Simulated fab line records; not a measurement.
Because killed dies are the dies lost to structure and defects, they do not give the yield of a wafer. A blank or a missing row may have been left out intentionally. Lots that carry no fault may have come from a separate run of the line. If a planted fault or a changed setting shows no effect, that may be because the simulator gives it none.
What tool caused it? + flow sky130 + 24 lots with 72 wafers sampled at 6 steps, on a route of 708 steps

== WHAT EACH GAUGE READ, for each wafer ==
The record lacks any reading of a measuring or inspecting step that a usual standard deviation could be used to judge.

== WHAT TOOL EACH LOT RAN ON (gives the tool, then ch and the chambers of the sampled wafers, and finally the start) ==
| lot  | SKY_VIA1_ETCH_14                  | SKY_VIA1_SPUTTER_20         | SKY_VIA2_CMP_24               | SKY_METAL3_SPUTTER_02       | SKY_CAP2M_METAL_ETCH_13          | SKY_CAP2M_STRIP_14                  |
|------|-----------------------------------|-----------------------------|-------------------------------|-----------------------------|----------------------------------|-------------------------------------|
| L074 | rieDiel-02 ch 2,3, day 33 17:44   | pvdSputter-03, day 33 18:25 | cmp-01 ch 0,2,3, day 36 02:39 | pvdSputter-04, day 36 03:00 | rieMetal-01 ch 1, day 40 12:36   | plasmaAsher-02 ch 0,1, day 40 12:44 |
| L075 | rieDiel-04 ch 1,2,3, day 34 02:25 | pvdSputter-03, day 34 03:05 | cmp-01 ch 1,2,3, day 36 11:26 | pvdSputter-04, day 36 11:47 | rieMetal-03 ch 0,1, day 40 20:30 | plasmaAsher-04 ch 0,1, day 40 20:34 |
| L076 | rieDiel-04 ch 0,1,3, day 34 19:22 | pvdSputter-01, day 34 20:02 | cmp-02 ch 0,1,2, day 37 04:41 | pvdSputter-03, day 37 04:56 | rieMetal-03 ch 0,1, day 41 13:13 | plasmaAsher-02 ch 0,1, day 41 13:19 |
| L077 | rieDiel-02 ch 0,2,3, day 34 20:38 | pvdSputter-03, day 34 21:19 | cmp-01 ch 0,2,3, day 37 05:35 | pvdSputter-04, day 37 05:56 | rieMetal-03 ch 0,1, day 41 14:27 | plasmaAsher-04 ch 0,1, day 41 14:31 |
| L078 | rieDiel-04 ch 0,1,3, day 35 05:52 | pvdSputter-01, day 35 06:37 | cmp-01 ch 0,1,3, day 37 15:12 | pvdSputter-03, day 37 15:33 | rieMetal-03 ch 0,1, day 41 21:25 | plasmaAsher-02 ch 0,1, day 41 21:30 |
| L079 | rieDiel-02 ch 0,1,2, day 35 17:01 | pvdSputter-01, day 35 17:43 | cmp-01 ch 2,3, day 38 01:34   | pvdSputter-03, day 38 01:55 | rieMetal-02 ch 1, day 42 05:54   | plasmaAsher-02 ch 0,1, day 42 05:59 |
| L080 | rieDiel-04 ch 0,1,3, day 36 03:11 | pvdSputter-01, day 36 03:53 | cmp-02 ch 1,2,3, day 38 11:35 | pvdSputter-04, day 38 11:53 | rieMetal-01 ch 1, day 42 17:13   | plasmaAsher-04 ch 0,1, day 42 17:21 |
| L081 | rieDiel-04 ch 0,1,3, day 36 11:08 | pvdSputter-01, day 36 11:50 | cmp-01 ch 1,2,3, day 38 19:13 | pvdSputter-02, day 38 19:34 | rieMetal-03 ch 0,1, day 42 23:54 | plasmaAsher-04 ch 0,1, day 42 23:58 |
| L082 | rieDiel-02 ch 1,2, day 36 16:47   | pvdSputter-03, day 36 17:31 | cmp-02 ch 1,2, day 39 00:47   | pvdSputter-03, day 39 01:08 | rieMetal-02 ch 0,1, day 43 04:57 | plasmaAsher-03 ch 0,1, day 43 05:02 |
| L083 | rieDiel-04 ch 0,1,2, day 36 20:19 | pvdSputter-03, day 36 21:00 | cmp-01 ch 0,2,3, day 39 04:18 | pvdSputter-02, day 39 04:39 | rieMetal-03 ch 0,1, day 43 09:16 | plasmaAsher-03 ch 0,1, day 43 09:21 |
| L084 | rieDiel-01 ch 1,3, day 37 07:14   | pvdSputter-03, day 37 08:20 | cmp-01 ch 0,2, day 39 15:14   | pvdSputter-02, day 39 15:35 | rieMetal-02 ch 0,1, day 43 18:25 | plasmaAsher-03 ch 0,1, day 43 18:30 |
| L085 | rieDiel-01 ch 0,1,3, day 37 17:26 | pvdSputter-04, day 37 18:10 | cmp-02 ch 0,1,3, day 40 00:17 | pvdSputter-02, day 40 00:38 | rieMetal-02 ch 0,1, day 44 01:12 | plasmaAsher-02 ch 0,1, day 44 01:17 |
| L086 | rieDiel-01 ch 1,2,3, day 38 01:04 | pvdSputter-04, day 38 01:44 | cmp-01 ch 1,2,3, day 40 07:41 | pvdSputter-03, day 40 08:02 | rieMetal-03 ch 0,1, day 44 09:03 | plasmaAsher-02 ch 0,1, day 44 09:08 |
| L087 | rieDiel-02 ch 1,2,3, day 38 01:25 | pvdSputter-01, day 38 02:05 | cmp-02 ch 0,1,2, day 40 07:47 | pvdSputter-04, day 40 08:08 | rieMetal-02 ch 0,1, day 44 10:18 | plasmaAsher-02 ch 1, day 44 10:23   |
| L088 | rieDiel-04 ch 1,2,3, day 38 14:32 | pvdSputter-04, day 38 15:19 | cmp-02 ch 0,2,3, day 40 19:47 | pvdSputter-02, day 40 20:05 | rieMetal-01 ch 0, day 44 21:09   | plasmaAsher-03 ch 0, day 44 21:13   |
| L089 | rieDiel-01 ch 0,3, day 38 18:34   | pvdSputter-01, day 38 19:20 | cmp-01 ch 0,1,2, day 40 23:10 | pvdSputter-02, day 40 23:25 | rieMetal-03 ch 0,1, day 45 00:25 | plasmaAsher-03 ch 0,1, day 45 00:30 |
| L090 | rieDiel-04 ch 0,1, day 38 22:35   | pvdSputter-04, day 38 23:22 | cmp-01 ch 0,2,3, day 41 04:19 | pvdSputter-04, day 41 04:37 | rieMetal-01 ch 0, day 45 04:28   | plasmaAsher-04 ch 0,1, day 45 04:33 |
| L091 | rieDiel-02 ch 0,1,2, day 39 09:25 | pvdSputter-01, day 39 10:07 | cmp-02 ch 0,2,3, day 41 14:46 | pvdSputter-04, day 41 15:01 | rieMetal-02 ch 0,1, day 45 14:49 | plasmaAsher-02 ch 0,1, day 45 14:54 |
| L092 | rieDiel-01 ch 1,2, day 39 14:38   | pvdSputter-01, day 39 15:20 | cmp-02 ch 1,2, day 41 18:38   | pvdSputter-02, day 41 18:56 | rieMetal-01 ch 0,1, day 45 17:08 | plasmaAsher-02 ch 0,1, day 45 17:13 |
| L093 | rieDiel-04 ch 0,2, day 39 23:10   | pvdSputter-01, day 39 23:51 | cmp-01 ch 0,3, day 42 03:50   | pvdSputter-04, day 42 04:11 | rieMetal-03 ch 0, day 46 02:48   | plasmaAsher-04 ch 0,1, day 46 02:52 |
| L094 | rieDiel-04 ch 0,2,3, day 40 04:58 | pvdSputter-03, day 40 05:38 | cmp-02 ch 0,2,3, day 42 08:56 | pvdSputter-04, day 42 09:14 | rieMetal-01 ch 0,1, day 46 06:54 | plasmaAsher-03 ch 0,1, day 46 06:59 |
| L095 | rieDiel-02 ch 0,2,3, day 40 19:56 | pvdSputter-04, day 40 20:39 | cmp-02 ch 0,2,3, day 42 22:53 | pvdSputter-02, day 42 23:11 | rieMetal-02 ch 0,1, day 46 18:12 | plasmaAsher-03 ch 0,1, day 46 18:16 |
| L096 | rieDiel-02 ch 1,2, day 40 23:23   | pvdSputter-04, day 41 00:05 | cmp-01 ch 2,3, day 43 02:45   | pvdSputter-02, day 43 03:06 | rieMetal-01 ch 0,1, day 46 20:32 | plasmaAsher-04 ch 0,1, day 46 20:37 |
| L097 | rieDiel-02 ch 0,1, day 41 05:22   | pvdSputter-03, day 41 06:02 | cmp-02 ch 1,3, day 43 08:14   | pvdSputter-02, day 43 08:35 | rieMetal-02 ch 0,1, day 47 02:00 | plasmaAsher-04 ch 0,1, day 47 02:05 |
- SKY_VIA1_ETCH_14: etches BARC in N2/H2, stops on SiO2, time 45.9 s, target depth 60 nm.
- SKY_VIA1_SPUTTER_20: material TiN, target thk 20 nm, time 80 s.
- SKY_VIA2_CMP_24: polishes, stops on SiO2, t overpolish 20 s, target thk 0 nm.
- SKY_METAL3_SPUTTER_02: material AlCu, target thk 735 nm, time 39.1 s.
- SKY_CAP2M_METAL_ETCH_13: etches TiN in Cl2/BCl3, stops on SiO2, target depth 220 nm, time 62.9 s.
- SKY_CAP2M_STRIP_14: strips in O2/N2.

== AS READ BY THE TOOLS THEMSELVES (means over the sampled wafers that have a number; for cases with no such wafer, the mark the record gives instead) ==
SKY_VIA1_ETCH_14.
| lot  | tool       | chamberPressureMTorr (mTorr) | drypumpMotorCurrentA (A) | oesProductAu (a.u.) | throttleValvePct (%) |
|------|------------|------------------------------|--------------------------|---------------------|----------------------|
| L074 | rieDiel-02 | 29.974                       | 5.5                      | 0.850               | 13.229               |
| L075 | rieDiel-04 | 30.004                       | 5.7                      | 0.851               | 13.228               |
| L076 | rieDiel-04 | 29.980                       | 5.9                      | 0.853               | 13.219               |
| L077 | rieDiel-02 | 30.009                       | 5.4                      | 0.858               | 13.227               |
| L078 | rieDiel-04 | 30.013                       | 6.0                      | 0.859               | 13.223               |
| L079 | rieDiel-02 | 30.021                       | 5.6                      | 0.854               | 13.234               |
| L080 | rieDiel-04 | 29.979                       | 5.9                      | 0.859               | 13.226               |
| L081 | rieDiel-04 | 30.037                       | 5.9                      | 0.855               | 13.235               |
| L082 | rieDiel-02 | 29.990                       | 5.8                      | 0.853               | 13.219               |
| L083 | rieDiel-04 | 30.010                       | 5.7                      | 0.856               | 13.224               |
| L084 | rieDiel-01 | 30.000                       | 5.6                      | 0.853               | 13.237               |
| L085 | rieDiel-01 | 29.995                       | 5.9                      | 0.855               | 13.219               |
| L086 | rieDiel-01 | 29.968                       | 5.6                      | 0.853               | 13.225               |
| L087 | rieDiel-02 | 30.024                       | 5.6                      | 0.855               | 13.225               |
| L088 | rieDiel-04 | 29.986                       | 5.7                      | 0.856               | 13.223               |
| L089 | rieDiel-01 | 30.017                       | 6.3                      | 0.856               | 13.222               |
| L090 | rieDiel-04 | 30.028                       | 5.9                      | 0.854               | 13.219               |
| L091 | rieDiel-02 | 29.979                       | 5.7                      | 0.854               | 13.220               |
| L092 | rieDiel-01 | 30.012                       | 5.4                      | 0.851               | 13.222               |
| L093 | rieDiel-04 | 30.032                       | 5.7                      | 0.854               | 13.228               |
| L094 | rieDiel-04 | 30.002                       | 5.8                      | 0.856               | 13.221               |
| L095 | rieDiel-02 | 29.970                       | 5.4                      | 0.860               | 13.228               |
| L096 | rieDiel-02 | 30.019                       | 5.8                      | 0.852               | 13.228               |
| L097 | rieDiel-02 | 30.005                       | 5.5                      | 0.857               | 13.232               |

SKY_VIA1_SPUTTER_20.
| lot  | tool          | throttleValvePct (%) |
|------|---------------|----------------------|
| L074 | pvdSputter-03 | 28.9                 |
| L075 | pvdSputter-03 | 29.8                 |
| L076 | pvdSputter-01 | 28.8                 |
| L077 | pvdSputter-03 | 29.7                 |
| L078 | pvdSputter-01 | 28.7                 |
| L079 | pvdSputter-01 | 29.6                 |
| L080 | pvdSputter-01 | 28.9                 |
| L081 | pvdSputter-01 | 29.4                 |
| L082 | pvdSputter-03 | 29.9                 |
| L083 | pvdSputter-03 | 29.2                 |
| L084 | pvdSputter-03 | 29.3                 |
| L085 | pvdSputter-04 | 29.6                 |
| L086 | pvdSputter-04 | 29.4                 |
| L087 | pvdSputter-01 | 28.5                 |
| L088 | pvdSputter-04 | 29.9                 |
| L089 | pvdSputter-01 | 29.7                 |
| L090 | pvdSputter-04 | 30.1                 |
| L091 | pvdSputter-01 | 30.1                 |
| L092 | pvdSputter-01 | 28.8                 |
| L093 | pvdSputter-01 | 29.2                 |
| L094 | pvdSputter-03 | 28.6                 |
| L095 | pvdSputter-04 | 29.2                 |
| L096 | pvdSputter-04 | 29.3                 |
| L097 | pvdSputter-03 | 28.9                 |

SKY_VIA2_CMP_24.
| lot  | tool   | motorCurrentA (A) | overpolishRunS (s) | slurryFilterDpKPa (kPa) | timeToEndpointS (s) |
|------|--------|-------------------|--------------------|-------------------------|---------------------|
| L074 | cmp-01 | 9.3               | 19.996             | 13.54                   | 104                 |
| L075 | cmp-01 | 9.4               | 19.999             | 13.38                   | 103                 |
| L076 | cmp-02 | 10.5              | 19.998             | 13.36                   | 99                  |
| L077 | cmp-01 | 9.4               | 19.997             | 13.48                   | 103                 |
| L078 | cmp-01 | 9.8               | 20.000             | 13.58                   | 106                 |
| L079 | cmp-01 | 9.2               | 20.003             | 13.63                   | 100                 |
| L080 | cmp-02 | 11.0              | 20.002             | 13.42                   | 103                 |
| L081 | cmp-01 | 9.7               | 19.996             | 13.60                   | 102                 |
| L082 | cmp-02 | 11.3              | 20.004             | 13.60                   | 105                 |
| L083 | cmp-01 | 9.4               | 20.009             | 13.50                   | 102                 |
| L084 | cmp-01 | 9.2               | 20.004             | 13.43                   | 102                 |
| L085 | cmp-02 | 10.0              | 20.001             | 13.34                   | 102                 |
| L086 | cmp-01 | 9.5               | 20.010             | 13.50                   | 103                 |
| L087 | cmp-02 | 10.1              | 20.008             | 13.52                   | 102                 |
| L088 | cmp-02 | 9.6               | 20.007             | 13.37                   | 103                 |
| L089 | cmp-01 | 9.4               | 20.008             | 13.50                   | 98                  |
| L090 | cmp-01 | 9.3               | 20.003             | 13.55                   | 105                 |
| L091 | cmp-02 | 9.8               | 20.008             | 13.41                   | 105                 |
| L092 | cmp-02 | 11.1              | 20.004             | 13.38                   | 101                 |
| L093 | cmp-01 | 10.1              | 19.995             | 13.30                   | 102                 |
| L094 | cmp-02 | 10.1              | 19.991             | 13.59                   | 105                 |
| L095 | cmp-02 | 9.8               | 19.992             | 13.63                   | 101                 |
| L096 | cmp-01 | 9.2               | 20.006             | 13.27                   | 103                 |
| L097 | cmp-02 | 11.5              | 20.002             | 13.52                   | 104                 |

SKY_METAL3_SPUTTER_02.
| lot  | tool          | throttleValvePct (%) |
|------|---------------|----------------------|
| L074 | pvdSputter-04 | 29.5                 |
| L075 | pvdSputter-04 | 29.2                 |
| L076 | pvdSputter-03 | 30.0                 |
| L077 | pvdSputter-04 | 29.6                 |
| L078 | pvdSputter-03 | 29.2                 |
| L079 | pvdSputter-03 | 29.3                 |
| L080 | pvdSputter-04 | 29.3                 |
| L081 | pvdSputter-02 | 30.1                 |
| L082 | pvdSputter-03 | 30.0                 |
| L083 | pvdSputter-02 | 29.8                 |
| L084 | pvdSputter-02 | 29.9                 |
| L085 | pvdSputter-02 | 30.0                 |
| L086 | pvdSputter-03 | 30.1                 |
| L087 | pvdSputter-04 | 29.7                 |
| L088 | pvdSputter-02 | 30.2                 |
| L089 | pvdSputter-02 | 29.6                 |
| L090 | pvdSputter-04 | 29.3                 |
| L091 | pvdSputter-04 | 29.9                 |
| L092 | pvdSputter-02 | 30.1                 |
| L093 | pvdSputter-04 | 29.3                 |
| L094 | pvdSputter-04 | 29.5                 |
| L095 | pvdSputter-02 | 30.2                 |
| L096 | pvdSputter-02 | 29.9                 |
| L097 | pvdSputter-02 | 30.2                 |

SKY_CAP2M_METAL_ETCH_13.
| lot  | tool        | chamberPressureMTorr (mTorr) | drypumpMotorCurrentA (A) | oesProductAu (a.u.) | throttleValvePct (%) |
|------|-------------|------------------------------|--------------------------|---------------------|----------------------|
| L074 | rieMetal-01 | 9.999                        | 6.7                      | 0.943               | 21.908               |
| L075 | rieMetal-03 | 10.007                       | 5.8                      | 0.945               | 21.903               |
| L076 | rieMetal-03 | 10.006                       | 6.0                      | 0.936               | 21.904               |
| L077 | rieMetal-03 | 10.002                       | 6.0                      | 0.946               | 21.901               |
| L078 | rieMetal-03 | 10.001                       | 5.8                      | 0.945               | 21.895               |
| L079 | rieMetal-02 | 10.007                       | 5.3                      | 0.943               | 21.897               |
| L080 | rieMetal-01 | 10.003                       | 6.7                      | 0.944               | 21.904               |
| L081 | rieMetal-03 | 10.004                       | 5.8                      | 0.944               | 21.902               |
| L082 | rieMetal-02 | 9.989                        | 5.5                      | 0.938               | 21.907               |
| L083 | rieMetal-03 | 10.006                       | 5.9                      | 0.947               | 21.902               |
| L084 | rieMetal-02 | 10.003                       | 5.5                      | 0.942               | 21.908               |
| L085 | rieMetal-02 | 10.006                       | 5.7                      | 0.943               | 21.907               |
| L086 | rieMetal-03 | 10.000                       | 6.0                      | 0.935               | 21.907               |
| L087 | rieMetal-02 | 9.996                        | 5.7                      | 0.941               | 21.897               |
| L088 | rieMetal-01 | 9.999                        | 5.9                      | 0.939               | 21.903               |
| L089 | rieMetal-03 | 10.001                       | 5.9                      | 0.942               | 21.898               |
| L090 | rieMetal-01 | 9.998                        | 5.9                      | 0.931               | 21.909               |
| L091 | rieMetal-02 | 10.007                       | 5.5                      | 0.952               | 21.896               |
| L092 | rieMetal-01 | 10.005                       | 6.1                      | 0.943               | 21.902               |
| L093 | rieMetal-03 | 9.998                        | 6.1                      | 0.941               | 21.903               |
| L094 | rieMetal-01 | 9.993                        | 6.2                      | 0.936               | 21.910               |
| L095 | rieMetal-02 | 10.009                       | 5.5                      | 0.940               | 21.901               |
| L096 | rieMetal-01 | 9.998                        | 6.2                      | 0.940               | 21.899               |
| L097 | rieMetal-02 | 10.008                       | 5.7                      | 0.938               | 21.911               |

SKY_CAP2M_STRIP_14.
| lot  | tool           | chamberPressureMTorr (mTorr) | drypumpMotorCurrentA (A) | oesProductAu (a.u.) | stripTimeToEndpointS (s) |
|------|----------------|------------------------------|--------------------------|---------------------|--------------------------|
| L074 | plasmaAsher-02 | 1499.6                       | 5.2                      | 0.711               | 12.65                    |
| L075 | plasmaAsher-04 | 1500.9                       | 5.4                      | 0.711               | 12.61                    |
| L076 | plasmaAsher-02 | 1500.1                       | 5.6                      | 0.712               | 12.71                    |
| L077 | plasmaAsher-04 | 1499.4                       | 5.4                      | 0.711               | 12.73                    |
| L078 | plasmaAsher-02 | 1500.3                       | 5.2                      | 0.714               | 12.68                    |
| L079 | plasmaAsher-02 | 1499.0                       | 5.6                      | 0.709               | 12.69                    |
| L080 | plasmaAsher-04 | 1499.9                       | 5.4                      | 0.711               | 12.71                    |
| L081 | plasmaAsher-04 | 1499.2                       | 5.4                      | 0.706               | 12.73                    |
| L082 | plasmaAsher-03 | 1499.6                       | 5.9                      | 0.714               | 12.67                    |
| L083 | plasmaAsher-03 | 1499.6                       | 5.8                      | 0.711               | 12.73                    |
| L084 | plasmaAsher-03 | 1499.1                       | 5.6                      | 0.712               | 12.62                    |
| L085 | plasmaAsher-02 | 1499.9                       | 5.2                      | 0.710               | 12.70                    |
| L086 | plasmaAsher-02 | 1499.4                       | 5.2                      | 0.708               | 12.67                    |
| L087 | plasmaAsher-02 | 1500.5                       | 4.8                      | 0.710               | 12.68                    |
| L088 | plasmaAsher-03 | 1499.4                       | 6.1                      | 0.710               | 12.68                    |
| L089 | plasmaAsher-03 | 1500.3                       | 5.9                      | 0.711               | 12.74                    |
| L090 | plasmaAsher-04 | 1500.6                       | 5.4                      | 0.706               | 12.67                    |
| L091 | plasmaAsher-02 | 1499.3                       | 5.2                      | 0.710               | 12.61                    |
| L092 | plasmaAsher-02 | 1500.0                       | 5.2                      | 0.717               | 12.65                    |
| L093 | plasmaAsher-04 | 1499.0                       | 5.2                      | 0.708               | 12.65                    |
| L094 | plasmaAsher-03 | 1500.0                       | 5.6                      | 0.708               | 12.69                    |
| L095 | plasmaAsher-03 | 1500.0                       | 5.6                      | 0.711               | 12.65                    |
| L096 | plasmaAsher-04 | 1499.9                       | 5.2                      | 0.709               | 12.70                    |
| L097 | plasmaAsher-04 | 1499.3                       | 5.2                      | 0.710               | 12.59                    |

== THE ANSWER, worked out from the rows above alone ==
Rule: usual is defined by the lots themselves. The widest of any qualifying gaps counts: lots, ordered by their means at a reading, are off when they make up no more than a third of the lots, leave a main group of 4 or more, and stand apart from it by 3 or more times the standard deviation of that group's means. A main group whose means are all the same, to the digits that the tables above print for the reading, isn't used. A lot without any number at a reading at which 4 lots or more have one is off too. Any other lot the step has rows for is counted as sound. After the gauges, taken in route order, come the tools' own readings; for these a lot's mean is taken, as printed above. At the first step where some lot is off, the reading lying furthest off is the one used; lots without a number count as furthest.
Nothing can be told from this: no lot is off at any reading shown.

== WHAT THE SIMULATOR PUT IN ==
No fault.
